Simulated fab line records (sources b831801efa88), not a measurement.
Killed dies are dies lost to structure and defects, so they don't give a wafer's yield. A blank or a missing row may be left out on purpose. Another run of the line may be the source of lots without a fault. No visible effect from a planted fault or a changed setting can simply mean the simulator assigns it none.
fab line records / flow gf180mcu
[record] lots = 12 wafers = 36 last-day = 34
route steps=602 shown V2@405 M3@411 M4@468
lots that met no fault: from a run of the same line without faults
start-h: start of the lot's first displayed wafer, in hours after the record's first day / wait-h: how many hours have passed since the lot's step before this one / " identical to the entry in the row above / L1.1+2: a row that stands for several wafers / - value missing, or start not given / * or withheld: withheld / < > ~ a bound
route shown NAME@n: NAME is a module with steps in the file, n the number in the route of the first one / usual: mean and standard deviation over wafers with no fault / same: alike in all rows / chamber/n: place in a boat / sites: per-site readings / _std_site: how widely they spread, as a standard deviation / _edge_site: the outer-site mean with the inner-site mean subtracted / radius-mm: for every site, how far away it sits from the centre of the wafer / mask NAME#n: copy n / behind: the tool/chamber that last shaped the wafer / hold: cause of the lot's hold/its duration in hours/its outcome / device: which transistor (n, p or np) failed to switch / end of line: the same wafers' tests at the end of the route / a step with no rows: only its recipe / killed: not the wafer's yield, but the dies lost to structure and defects at the first sort / map: dies across one wafer; x = killed, . = not, _ = none there
set.NAME: setting as actually run; set.NAME@STEP: the setting as run at that earlier step / model.NAME: the simulator's own value behind a step, which no gauge read
one table for each step of the route and one row for each wafer, over a sample of lots
services: a tool's chamber out of use, with start hour (start-h, from the record's first day; less than 0 if before it), hours out, and reason
[[steps]]
[step GF_V2_CVD_23]
[recipe] material = W target-thk-nm = 350 time-s = 104.94 temp-c = 400 pressure-torr = 40
[usual] heater-power-w = 796/55
lot.wafer=L648.1 tool=cvd-w-01 chamber=0 start-h=482.53 wait-h=0.0 heater-power-w=702
lot.wafer=L648.3 tool=cvd-w-01 chamber=1 start-h=482.53 wait-h=0.0 heater-power-w=863
lot.wafer=L648.5 tool=cvd-w-01 chamber=0 start-h=482.53 wait-h=0.0 heater-power-w=705
lot.wafer=L649.2 tool=cvd-w-01 chamber=1 start-h=496.78 wait-h=0.0 heater-power-w=862
lot.wafer=L649.4 tool=cvd-w-01 chamber=1 start-h=496.78 wait-h=0.0 heater-power-w=888
lot.wafer=L649.5 tool=cvd-w-01 chamber=1 start-h=496.78 wait-h=0.0 heater-power-w=873
lot.wafer=L650.1 tool=cvd-w-01 chamber=0 start-h=508.83 wait-h=0.0 heater-power-w=717
lot.wafer=L650.3 tool=cvd-w-01 chamber=1 start-h=508.83 wait-h=0.0 heater-power-w=861
lot.wafer=L650.6 tool=cvd-w-01 chamber=0 start-h=508.83 wait-h=0.0 heater-power-w=708
lot.wafer=L652.2 tool=cvd-w-02 chamber=1 start-h=521.32 wait-h=0.0 heater-power-w=821
lot.wafer=L652.3 tool=cvd-w-02 chamber=1 start-h=521.32 wait-h=0.0 heater-power-w=852
lot.wafer=L652.5 tool=cvd-w-02 chamber=0 start-h=521.32 wait-h=0.0 heater-power-w=763
lot.wafer=L653.3 tool=cvd-w-02 chamber=0 start-h=525.52 wait-h=0.1 heater-power-w=744
lot.wafer=L653.4 tool=cvd-w-02 chamber=1 start-h=525.52 wait-h=0.1 heater-power-w=829
lot.wafer=L653.6 tool=cvd-w-02 chamber=1 start-h=525.52 wait-h=0.1 heater-power-w=809
lot.wafer=L663.3 tool=cvd-w-02 chamber=1 start-h=606.81 wait-h=0.1 heater-power-w=803
lot.wafer=L663.4 tool=cvd-w-02 chamber=0 start-h=606.81 wait-h=0.1 heater-power-w=756
lot.wafer=L663.6 tool=cvd-w-02 chamber=1 start-h=606.81 wait-h=0.1 heater-power-w=829
lot.wafer=L664.1 tool=cvd-w-01 chamber=1 start-h=623.80 wait-h=0.0 heater-power-w=888
lot.wafer=L664.3 tool=cvd-w-01 chamber=1 start-h=623.80 wait-h=0.0 heater-power-w=868
lot.wafer=L664.4 tool=cvd-w-01 chamber=1 start-h=623.80 wait-h=0.0 heater-power-w=863
lot.wafer=L665.2 tool=cvd-w-01 chamber=1 start-h=628.62 wait-h=0.0 heater-power-w=871
lot.wafer=L665.5 tool=cvd-w-01 chamber=1 start-h=628.62 wait-h=0.0 heater-power-w=893
lot.wafer=L665.6 tool=cvd-w-01 chamber=0 start-h=628.62 wait-h=0.0 heater-power-w=729
lot.wafer=L666.2 tool=cvd-w-02 chamber=1 start-h=630.96 wait-h=0.0 heater-power-w=840
lot.wafer=L666.4 tool=cvd-w-02 chamber=1 start-h=630.96 wait-h=0.0 heater-power-w=824
lot.wafer=L666.5 tool=cvd-w-02 chamber=1 start-h=630.96 wait-h=0.0 heater-power-w=828
lot.wafer=L667.2 tool=cvd-w-01 chamber=1 start-h=633.37 wait-h=0.0 heater-power-w=877
lot.wafer=L667.3 tool=cvd-w-01 chamber=0 start-h=633.37 wait-h=0.0 heater-power-w=735
lot.wafer=L667.5 tool=cvd-w-01 chamber=0 start-h=633.37 wait-h=0.0 heater-power-w=724
lot.wafer=L668.2 tool=cvd-w-02 chamber=0 start-h=642.64 wait-h=0.0 heater-power-w=764
lot.wafer=L668.3 tool=cvd-w-02 chamber=0 start-h=642.64 wait-h=0.0 heater-power-w=770
lot.wafer=L668.5 tool=cvd-w-02 chamber=1 start-h=642.64 wait-h=0.0 heater-power-w=803
lot.wafer=L669.1 tool=cvd-w-01 chamber=0 start-h=650.48 wait-h=0.0 heater-power-w=715
lot.wafer=L669.2 tool=cvd-w-01 chamber=1 start-h=650.48 wait-h=0.0 heater-power-w=862
lot.wafer=L669.3 tool=cvd-w-01 chamber=0 start-h=650.48 wait-h=0.0 heater-power-w=718
[step GF_V2_THK_MEAS_25]
[recipe] thk-meas-gauge = xrf reads = W_of_V2_CVD_23
[usual] V2_W_THK = 355/7.1
lot.wafer=L648.1 tool=film-metro-01 chamber=- start-h=482.76 wait-h=0.1 V2_W_THK[nm]=344
lot.wafer=L648.3 tool=film-metro-01 chamber=- start-h=482.76 wait-h=0.1 V2_W_THK[nm]=347
lot.wafer=L648.5 tool=film-metro-01 chamber=- start-h=482.76 wait-h=0.1 V2_W_THK[nm]=348
lot.wafer=L649.2 tool=film-metro-01 chamber=- start-h=497.03 wait-h=0.1 V2_W_THK[nm]=342
lot.wafer=L649.4 tool=film-metro-01 chamber=- start-h=497.03 wait-h=0.1 V2_W_THK[nm]=342
lot.wafer=L649.5 tool=film-metro-01 chamber=- start-h=497.03 wait-h=0.1 V2_W_THK[nm]=345
lot.wafer=L650.1 tool=film-metro-04 chamber=- start-h=509.07 wait-h=0.1 V2_W_THK[nm]=346
lot.wafer=L650.3 tool=film-metro-04 chamber=- start-h=509.07 wait-h=0.1 V2_W_THK[nm]=349
lot.wafer=L650.6 tool=film-metro-04 chamber=- start-h=509.07 wait-h=0.1 V2_W_THK[nm]=350
lot.wafer=L652.2 tool=film-metro-02 chamber=- start-h=521.56 wait-h=0.1 V2_W_THK[nm]=365
lot.wafer=L652.3 tool=film-metro-02 chamber=- start-h=521.56 wait-h=0.1 V2_W_THK[nm]=364
lot.wafer=L652.5 tool=film-metro-02 chamber=- start-h=521.56 wait-h=0.1 V2_W_THK[nm]=364
lot.wafer=L653.3 tool=film-metro-04 chamber=- start-h=525.74 wait-h=0.1 V2_W_THK[nm]=350
lot.wafer=L653.4 tool=film-metro-04 chamber=- start-h=525.74 wait-h=0.1 V2_W_THK[nm]=354
lot.wafer=L653.6 tool=film-metro-04 chamber=- start-h=525.74 wait-h=0.1 V2_W_THK[nm]=351
lot.wafer=L663.3 tool=film-metro-02 chamber=- start-h=607.02 wait-h=0.1 V2_W_THK[nm]=358
lot.wafer=L663.4 tool=film-metro-02 chamber=- start-h=607.02 wait-h=0.1 V2_W_THK[nm]=359
lot.wafer=L663.6 tool=film-metro-02 chamber=- start-h=607.02 wait-h=0.1 V2_W_THK[nm]=358
lot.wafer=L664.1 tool=film-metro-02 chamber=- start-h=624.15 wait-h=0.1 V2_W_THK[nm]=359
lot.wafer=L664.3 tool=film-metro-02 chamber=- start-h=624.15 wait-h=0.1 V2_W_THK[nm]=359
lot.wafer=L664.4 tool=film-metro-02 chamber=- start-h=624.15 wait-h=0.1 V2_W_THK[nm]=369
lot.wafer=L665.2 tool=film-metro-04 chamber=- start-h=628.86 wait-h=0.1 V2_W_THK[nm]=360
lot.wafer=L665.5 tool=film-metro-04 chamber=- start-h=628.86 wait-h=0.1 V2_W_THK[nm]=353
lot.wafer=L665.6 tool=film-metro-04 chamber=- start-h=628.86 wait-h=0.1 V2_W_THK[nm]=355
lot.wafer=L666.2 tool=film-metro-02 chamber=- start-h=631.20 wait-h=0.1 V2_W_THK[nm]=359
lot.wafer=L666.4 tool=film-metro-02 chamber=- start-h=631.20 wait-h=0.1 V2_W_THK[nm]=362
lot.wafer=L666.5 tool=film-metro-02 chamber=- start-h=631.20 wait-h=0.1 V2_W_THK[nm]=360
lot.wafer=L667.2 tool=film-metro-01 chamber=- start-h=633.61 wait-h=0.1 V2_W_THK[nm]=348
lot.wafer=L667.3 tool=film-metro-01 chamber=- start-h=633.61 wait-h=0.1 V2_W_THK[nm]=348
lot.wafer=L667.5 tool=film-metro-01 chamber=- start-h=633.61 wait-h=0.1 V2_W_THK[nm]=342
lot.wafer=L668.2 tool=film-metro-02 chamber=- start-h=642.88 wait-h=0.1 V2_W_THK[nm]=363
lot.wafer=L668.3 tool=film-metro-02 chamber=- start-h=642.88 wait-h=0.1 V2_W_THK[nm]=358
lot.wafer=L668.5 tool=film-metro-02 chamber=- start-h=642.88 wait-h=0.1 V2_W_THK[nm]=361
lot.wafer=L669.1 tool=film-metro-02 chamber=- start-h=650.76 wait-h=0.1 V2_W_THK[nm]=355
lot.wafer=L669.2 tool=film-metro-02 chamber=- start-h=650.76 wait-h=0.1 V2_W_THK[nm]=355
lot.wafer=L669.3 tool=film-metro-02 chamber=- start-h=650.76 wait-h=0.1 V2_W_THK[nm]=352
[step GF_M3_SPUTTER_02]
[recipe] material = AlCu target-thk-nm = 450 power-w = 10600 time-s = 23.9 chamber-pressure-pa = 0.4
[usual] chamber-pressure-pa = 0.4000/0.00091 throttle-valve-pct = 30.0/0.83
lot.wafer=L648.1 tool=pvd-sputter-02 chamber=- start-h=483.25 wait-h=0.0 chamber-pressure-pa=0.4003 throttle-valve-pct=28.1
lot.wafer=L648.3 tool=pvd-sputter-02 chamber=- start-h=483.25 wait-h=0.0 chamber-pressure-pa=0.4004 throttle-valve-pct=29.7
lot.wafer=L648.5 tool=pvd-sputter-02 chamber=- start-h=483.25 wait-h=0.0 chamber-pressure-pa=0.4007 throttle-valve-pct=29.7
lot.wafer=L649.2 tool=pvd-sputter-01 chamber=- start-h=497.51 wait-h=0.0 chamber-pressure-pa=0.3998 throttle-valve-pct=30.2
lot.wafer=L649.4 tool=pvd-sputter-01 chamber=- start-h=497.51 wait-h=0.0 chamber-pressure-pa=0.3990 throttle-valve-pct=30.7
lot.wafer=L649.5 tool=pvd-sputter-01 chamber=- start-h=497.51 wait-h=0.0 chamber-pressure-pa=0.4000 throttle-valve-pct=29.7
lot.wafer=L650.1 tool=pvd-sputter-01 chamber=- start-h=509.56 wait-h=0.0 chamber-pressure-pa=0.4006 throttle-valve-pct=30.3
lot.wafer=L650.3 tool=pvd-sputter-01 chamber=- start-h=509.56 wait-h=0.0 chamber-pressure-pa=0.3996 throttle-valve-pct=30.1
lot.wafer=L650.6 tool=pvd-sputter-01 chamber=- start-h=509.56 wait-h=0.0 chamber-pressure-pa=0.3995 throttle-valve-pct=30.1
lot.wafer=L652.2 tool=pvd-sputter-01 chamber=- start-h=522.04 wait-h=0.0 chamber-pressure-pa=0.3996 throttle-valve-pct=30.6
lot.wafer=L652.3 tool=pvd-sputter-01 chamber=- start-h=522.04 wait-h=0.0 chamber-pressure-pa=0.3994 throttle-valve-pct=29.4
lot.wafer=L652.5 tool=pvd-sputter-01 chamber=- start-h=522.04 wait-h=0.0 chamber-pressure-pa=0.3980 throttle-valve-pct=30.4
lot.wafer=L653.3 tool=pvd-sputter-02 chamber=- start-h=526.21 wait-h=0.0 chamber-pressure-pa=0.4000 throttle-valve-pct=29.4
lot.wafer=L653.4 tool=pvd-sputter-02 chamber=- start-h=526.21 wait-h=0.0 chamber-pressure-pa=0.3997 throttle-valve-pct=29.3
lot.wafer=L653.6 tool=pvd-sputter-02 chamber=- start-h=526.21 wait-h=0.0 chamber-pressure-pa=0.4017 throttle-valve-pct=30.6
lot.wafer=L663.3 tool=pvd-sputter-02 chamber=- start-h=607.66 wait-h=0.0 chamber-pressure-pa=0.3989 throttle-valve-pct=29.7
lot.wafer=L663.4 tool=pvd-sputter-02 chamber=- start-h=607.66 wait-h=0.0 chamber-pressure-pa=0.4007 throttle-valve-pct=28.1
lot.wafer=L663.6 tool=pvd-sputter-02 chamber=- start-h=607.66 wait-h=0.0 chamber-pressure-pa=0.4008 throttle-valve-pct=29.7
lot.wafer=L664.1 tool=pvd-sputter-02 chamber=- start-h=624.64 wait-h=0.0 chamber-pressure-pa=0.4003 throttle-valve-pct=29.2
lot.wafer=L664.3 tool=pvd-sputter-02 chamber=- start-h=624.64 wait-h=0.0 chamber-pressure-pa=0.3985 throttle-valve-pct=29.2
lot.wafer=L664.4 tool=pvd-sputter-02 chamber=- start-h=624.64 wait-h=0.0 chamber-pressure-pa=0.4017 throttle-valve-pct=30.6
lot.wafer=L665.2 tool=pvd-sputter-03 chamber=- start-h=629.34 wait-h=0.0 chamber-pressure-pa=0.3986 throttle-valve-pct=31.8
lot.wafer=L665.5 tool=pvd-sputter-03 chamber=- start-h=629.34 wait-h=0.0 chamber-pressure-pa=0.3991 throttle-valve-pct=29.4
lot.wafer=L665.6 tool=pvd-sputter-03 chamber=- start-h=629.34 wait-h=0.0 chamber-pressure-pa=0.4000 throttle-valve-pct=30.8
lot.wafer=L666.2 tool=pvd-sputter-01 chamber=- start-h=631.68 wait-h=0.0 chamber-pressure-pa=0.4012 throttle-valve-pct=30.3
lot.wafer=L666.4 tool=pvd-sputter-01 chamber=- start-h=631.68 wait-h=0.0 chamber-pressure-pa=0.4011 throttle-valve-pct=30.3
lot.wafer=L666.5 tool=pvd-sputter-01 chamber=- start-h=631.68 wait-h=0.0 chamber-pressure-pa=0.3998 throttle-valve-pct=29.5
lot.wafer=L667.2 tool=pvd-sputter-01 chamber=- start-h=634.09 wait-h=0.0 chamber-pressure-pa=0.4004 throttle-valve-pct=30.2
lot.wafer=L667.3 tool=pvd-sputter-01 chamber=- start-h=634.09 wait-h=0.0 chamber-pressure-pa=0.3994 throttle-valve-pct=30.2
lot.wafer=L667.5 tool=pvd-sputter-01 chamber=- start-h=634.09 wait-h=0.0 chamber-pressure-pa=0.4002 throttle-valve-pct=29.8
lot.wafer=L668.2 tool=pvd-sputter-03 chamber=- start-h=643.36 wait-h=0.0 chamber-pressure-pa=0.3995 throttle-valve-pct=30.8
lot.wafer=L668.3 tool=pvd-sputter-03 chamber=- start-h=643.36 wait-h=0.0 chamber-pressure-pa=0.3995 throttle-valve-pct=29.8
lot.wafer=L668.5 tool=pvd-sputter-03 chamber=- start-h=643.36 wait-h=0.0 chamber-pressure-pa=0.3993 throttle-valve-pct=31.6
lot.wafer=L669.1 tool=pvd-sputter-01 chamber=- start-h=651.25 wait-h=0.0 chamber-pressure-pa=0.4016 throttle-valve-pct=29.4
lot.wafer=L669.2 tool=pvd-sputter-01 chamber=- start-h=651.25 wait-h=0.0 chamber-pressure-pa=0.4005 throttle-valve-pct=30.2
lot.wafer=L669.3 tool=pvd-sputter-01 chamber=- start-h=651.25 wait-h=0.0 chamber-pressure-pa=0.4004 throttle-valve-pct=31.1
[step GF_M4_PEB_12]
[recipe] peb-temp-c = 135 peb-time-s = 90 resist = KrF
[usual] heater-power-total-W = 85.70/0.077 plate-temp-C = 135.02/0.16
lot.wafer=L648.1 tool=litho-track-04 chamber=0 start-h=555.33 wait-h=- heater-power-total-W=85.70 plate-temp-C=134.77
lot.wafer=L648.3 tool=litho-track-04 chamber=0 start-h=555.33 wait-h=- heater-power-total-W=85.66 plate-temp-C=135.08
lot.wafer=L648.5 tool=litho-track-04 chamber=0 start-h=555.33 wait-h=- heater-power-total-W=85.65 plate-temp-C=134.79
lot.wafer=L649.2 tool=litho-track-02 chamber=0 start-h=569.06 wait-h=- heater-power-total-W=85.74 plate-temp-C=135.14
lot.wafer=L649.4 tool=litho-track-02 chamber=0 start-h=569.06 wait-h=- heater-power-total-W=85.76 plate-temp-C=135.09
lot.wafer=L649.5 tool=litho-track-02 chamber=0 start-h=569.06 wait-h=- heater-power-total-W=85.57 plate-temp-C=135.06
lot.wafer=L650.1 tool=litho-track-04 chamber=0 start-h=579.43 wait-h=- heater-power-total-W=85.54 plate-temp-C=135.15
lot.wafer=L650.3 tool=litho-track-04 chamber=0 start-h=579.43 wait-h=- heater-power-total-W=85.65 plate-temp-C=135.13
lot.wafer=L650.6 tool=litho-track-04 chamber=0 start-h=579.43 wait-h=- heater-power-total-W=85.55 plate-temp-C=135.19
lot.wafer=L652.2 tool=litho-track-02 chamber=0 start-h=590.96 wait-h=- heater-power-total-W=88.33 plate-temp-C=138.34
lot.wafer=L652.3 tool=litho-track-02 chamber=0 start-h=590.96 wait-h=- heater-power-total-W=88.46 plate-temp-C=138.19
lot.wafer=L652.5 tool=litho-track-02 chamber=0 start-h=590.96 wait-h=- heater-power-total-W=88.43 plate-temp-C=138.33
lot.wafer=L653.3 tool=litho-track-02 chamber=0 start-h=594.99 wait-h=- heater-power-total-W=88.53 plate-temp-C=138.62
lot.wafer=L653.4 tool=litho-track-02 chamber=0 start-h=594.99 wait-h=- heater-power-total-W=88.41 plate-temp-C=138.50
lot.wafer=L653.6 tool=litho-track-02 chamber=0 start-h=594.99 wait-h=- heater-power-total-W=88.53 plate-temp-C=138.46
lot.wafer=L663.3 tool=litho-track-02 chamber=0 start-h=668.54 wait-h=- heater-power-total-W=85.57 plate-temp-C=135.13
lot.wafer=L663.4 tool=litho-track-02 chamber=0 start-h=668.54 wait-h=- heater-power-total-W=85.83 plate-temp-C=135.13
lot.wafer=L663.6 tool=litho-track-02 chamber=0 start-h=668.54 wait-h=- heater-power-total-W=85.64 plate-temp-C=135.02
lot.wafer=L664.1 tool=litho-track-02 chamber=0 start-h=685.93 wait-h=- heater-power-total-W=85.56 plate-temp-C=134.94
lot.wafer=L664.3 tool=litho-track-02 chamber=0 start-h=685.93 wait-h=- heater-power-total-W=85.61 plate-temp-C=134.77
lot.wafer=L664.4 tool=litho-track-02 chamber=0 start-h=685.93 wait-h=- heater-power-total-W=85.59 plate-temp-C=135.00
lot.wafer=L665.2 tool=litho-track-03 chamber=0 start-h=689.50 wait-h=- heater-power-total-W=85.62 plate-temp-C=134.84
lot.wafer=L665.5 tool=litho-track-03 chamber=0 start-h=689.50 wait-h=- heater-power-total-W=85.66 plate-temp-C=134.96
lot.wafer=L665.6 tool=litho-track-03 chamber=0 start-h=689.50 wait-h=- heater-power-total-W=85.76 plate-temp-C=134.93
lot.wafer=L666.2 tool=litho-track-03 chamber=0 start-h=693.55 wait-h=- heater-power-total-W=85.75 plate-temp-C=135.02
lot.wafer=L666.4 tool=litho-track-03 chamber=0 start-h=693.55 wait-h=- heater-power-total-W=85.86 plate-temp-C=134.99
lot.wafer=L666.5 tool=litho-track-03 chamber=0 start-h=693.55 wait-h=- heater-power-total-W=85.76 plate-temp-C=134.75
lot.wafer=L667.2 tool=litho-track-02 chamber=0 start-h=695.21 wait-h=- heater-power-total-W=85.79 plate-temp-C=135.09
lot.wafer=L667.3 tool=litho-track-02 chamber=0 start-h=695.21 wait-h=- heater-power-total-W=85.65 plate-temp-C=135.24
lot.wafer=L667.5 tool=litho-track-02 chamber=0 start-h=695.21 wait-h=- heater-power-total-W=85.63 plate-temp-C=134.77
lot.wafer=L668.2 tool=litho-track-02 chamber=0 start-h=703.31 wait-h=- heater-power-total-W=85.76 plate-temp-C=135.01
lot.wafer=L668.3 tool=litho-track-02 chamber=0 start-h=703.31 wait-h=- heater-power-total-W=85.65 plate-temp-C=135.00
lot.wafer=L668.5 tool=litho-track-02 chamber=0 start-h=703.31 wait-h=- heater-power-total-W=85.68 plate-temp-C=135.16
lot.wafer=L669.1 tool=litho-track-02 chamber=0 start-h=710.03 wait-h=- heater-power-total-W=85.68 plate-temp-C=134.97
lot.wafer=L669.2 tool=litho-track-02 chamber=0 start-h=710.03 wait-h=- heater-power-total-W=85.74 plate-temp-C=135.07
lot.wafer=L669.3 tool=litho-track-02 chamber=0 start-h=710.03 wait-h=- heater-power-total-W=85.63 plate-temp-C=134.79
[step GF_M4_CD_MEAS_14]
[recipe] target-cd-nm = 280
[usual] cd-nm = 280.3/1.1
lot.wafer=L648.1 tool=cd-sem-01 chamber=- start-h=555.68 wait-h=0.1 cd-nm=281.4
lot.wafer=L648.3 tool=cd-sem-01 chamber=- start-h=555.68 wait-h=0.1 cd-nm=281.2
lot.wafer=L648.5 tool=cd-sem-01 chamber=- start-h=555.68 wait-h=0.1 cd-nm=280.2
lot.wafer=L649.2 tool=cd-sem-02 chamber=- start-h=569.40 wait-h=0.1 cd-nm=278.7
lot.wafer=L649.4 tool=cd-sem-02 chamber=- start-h=569.40 wait-h=0.1 cd-nm=279.1
lot.wafer=L649.5 tool=cd-sem-02 chamber=- start-h=569.40 wait-h=0.1 cd-nm=279.1
lot.wafer=L650.1 tool=cd-sem-02 chamber=- start-h=579.78 wait-h=0.1 cd-nm=278.7
lot.wafer=L650.3 tool=cd-sem-02 chamber=- start-h=579.78 wait-h=0.1 cd-nm=277.8
lot.wafer=L650.6 tool=cd-sem-02 chamber=- start-h=579.78 wait-h=0.1 cd-nm=278.9
lot.wafer=L652.2 tool=cd-sem-02 chamber=- start-h=591.30 wait-h=0.1 cd-nm=272.2
lot.wafer=L652.3 tool=cd-sem-02 chamber=- start-h=591.30 wait-h=0.1 cd-nm=272.8
lot.wafer=L652.5 tool=cd-sem-02 chamber=- start-h=591.30 wait-h=0.1 cd-nm=272.1
lot.wafer=L653.3 tool=cd-sem-01 chamber=- start-h=595.32 wait-h=0.1 cd-nm=272.9
lot.wafer=L653.4 tool=cd-sem-01 chamber=- start-h=595.32 wait-h=0.1 cd-nm=272.2
lot.wafer=L653.6 tool=cd-sem-01 chamber=- start-h=595.32 wait-h=0.1 cd-nm=272.5
lot.wafer=L663.3 tool=cd-sem-01 chamber=- start-h=668.87 wait-h=0.1 cd-nm=280.1
lot.wafer=L663.4 tool=cd-sem-01 chamber=- start-h=668.87 wait-h=0.1 cd-nm=279.7
lot.wafer=L663.6 tool=cd-sem-01 chamber=- start-h=668.87 wait-h=0.1 cd-nm=280.1
lot.wafer=L664.1 tool=cd-sem-01 chamber=- start-h=686.28 wait-h=0.1 cd-nm=279.3
lot.wafer=L664.3 tool=cd-sem-01 chamber=- start-h=686.28 wait-h=0.1 cd-nm=280.7
lot.wafer=L664.4 tool=cd-sem-01 chamber=- start-h=686.28 wait-h=0.1 cd-nm=279.6
lot.wafer=L665.2 tool=cd-sem-01 chamber=- start-h=689.83 wait-h=0.1 cd-nm=281.0
lot.wafer=L665.5 tool=cd-sem-01 chamber=- start-h=689.83 wait-h=0.1 cd-nm=281.7
lot.wafer=L665.6 tool=cd-sem-01 chamber=- start-h=689.83 wait-h=0.1 cd-nm=281.3
lot.wafer=L666.2 tool=cd-sem-01 chamber=- start-h=693.88 wait-h=0.1 cd-nm=278.5
lot.wafer=L666.4 tool=cd-sem-01 chamber=- start-h=693.88 wait-h=0.1 cd-nm=279.1
lot.wafer=L666.5 tool=cd-sem-01 chamber=- start-h=693.88 wait-h=0.1 cd-nm=279.4
lot.wafer=L667.2 tool=cd-sem-02 chamber=- start-h=695.55 wait-h=0.1 cd-nm=281.4
lot.wafer=L667.3 tool=cd-sem-02 chamber=- start-h=695.55 wait-h=0.1 cd-nm=280.4
lot.wafer=L667.5 tool=cd-sem-02 chamber=- start-h=695.55 wait-h=0.1 cd-nm=281.2
lot.wafer=L668.2 tool=cd-sem-02 chamber=- start-h=703.65 wait-h=0.1 cd-nm=280.3
lot.wafer=L668.3 tool=cd-sem-02 chamber=- start-h=703.65 wait-h=0.1 cd-nm=281.6
lot.wafer=L668.5 tool=cd-sem-02 chamber=- start-h=703.65 wait-h=0.1 cd-nm=282.2
lot.wafer=L669.1 tool=cd-sem-01 chamber=- start-h=710.38 wait-h=0.1 cd-nm=279.0
lot.wafer=L669.2 tool=cd-sem-01 chamber=- start-h=710.38 wait-h=0.1 cd-nm=279.6
lot.wafer=L669.3 tool=cd-sem-01 chamber=- start-h=710.38 wait-h=0.1 cd-nm=279.6
[[services]]
tool=pvd-sputter-01 chamber=3 start-h=544.97 hours=- kind=consumable-replace:kit
tool=pvd-sputter-01 chamber=3 start-h=544.97 hours=18.0 kind=scheduled-down
tool=pvd-sputter-01 chamber=3 start-h=544.97 hours=18.0 kind=vent-cycle
tool=cvd-w-02 chamber=- start-h=549.99 hours=6.0 kind=pm
tool=cvd-w-02 chamber=0 start-h=557.97 hours=6.7 kind=repair
tool=cvd-w-01 chamber=- start-h=578.33 hours=6.0 kind=pm
tool=pvd-sputter-02 chamber=3 start-h=611.33 hours=- kind=consumable-replace:kit
tool=pvd-sputter-02 chamber=3 start-h=611.33 hours=18.0 kind=scheduled-down
tool=pvd-sputter-02 chamber=3 start-h=611.33 hours=18.0 kind=vent-cycle
tool=cvd-w-01 chamber=0 start-h=615.96 hours=10.8 kind=repair
tool=pvd-sputter-03 chamber=- start-h=629.47 hours=0.8 kind=repair
tool=pvd-sputter-02 chamber=- start-h=633.06 hours=2.1 kind=repair
tool=pvd-sputter-03 chamber=- start-h=651.23 hours=26.2 kind=repair
tool=pvd-sputter-02 chamber=- start-h=680.28 hours=5.2 kind=repair
tool=cvd-w-02 chamber=- start-h=684.00 hours=4.3 kind=pm
tool=cvd-w-01 chamber=- start-h=690.36 hours=2.8 kind=pm
tool=pvd-sputter-03 chamber=- start-h=690.84 hours=5.2 kind=repair
tool=pvd-sputter-01 chamber=2 start-h=691.70 hours=- kind=consumable-replace:kit
tool=cvd-w-02 chamber=1 start-h=698.64 hours=2.7 kind=repair
tool=cvd-w-02 chamber=- start-h=709.90 hours=2.4 kind=repair
[[key]]
[first-sign] step = GF_M4_PEB_12 reading = heater-power-total-W direction = up sigmas = 36 usual = 85.70 struck = 88.45
[effect] step = GF_M4_PEB_12 reading = plate-temp-C direction = up sigmas = 22 usual = * struck = *
[effect] step = GF_M4_CD_MEAS_14 reading = cd-nm direction = down sigmas = 7.1 usual = 280.3 struck = 272.5
met-at GF_M4_PEB_12
struck-lots L652,L653
not-acting-at GF_V2_CVD_23,GF_V2_THK_MEAS_25,GF_M3_SPUTTER_02
onset-between 569.06 590.96
[fault] kind = process-parameter-drift tool = litho-track-02 chamber = - onset-h = 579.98 steps = GF_M4_PEB_12 channel = peb-temp-c offset = * shape = step end-h = 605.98 acts-in = * stated = *
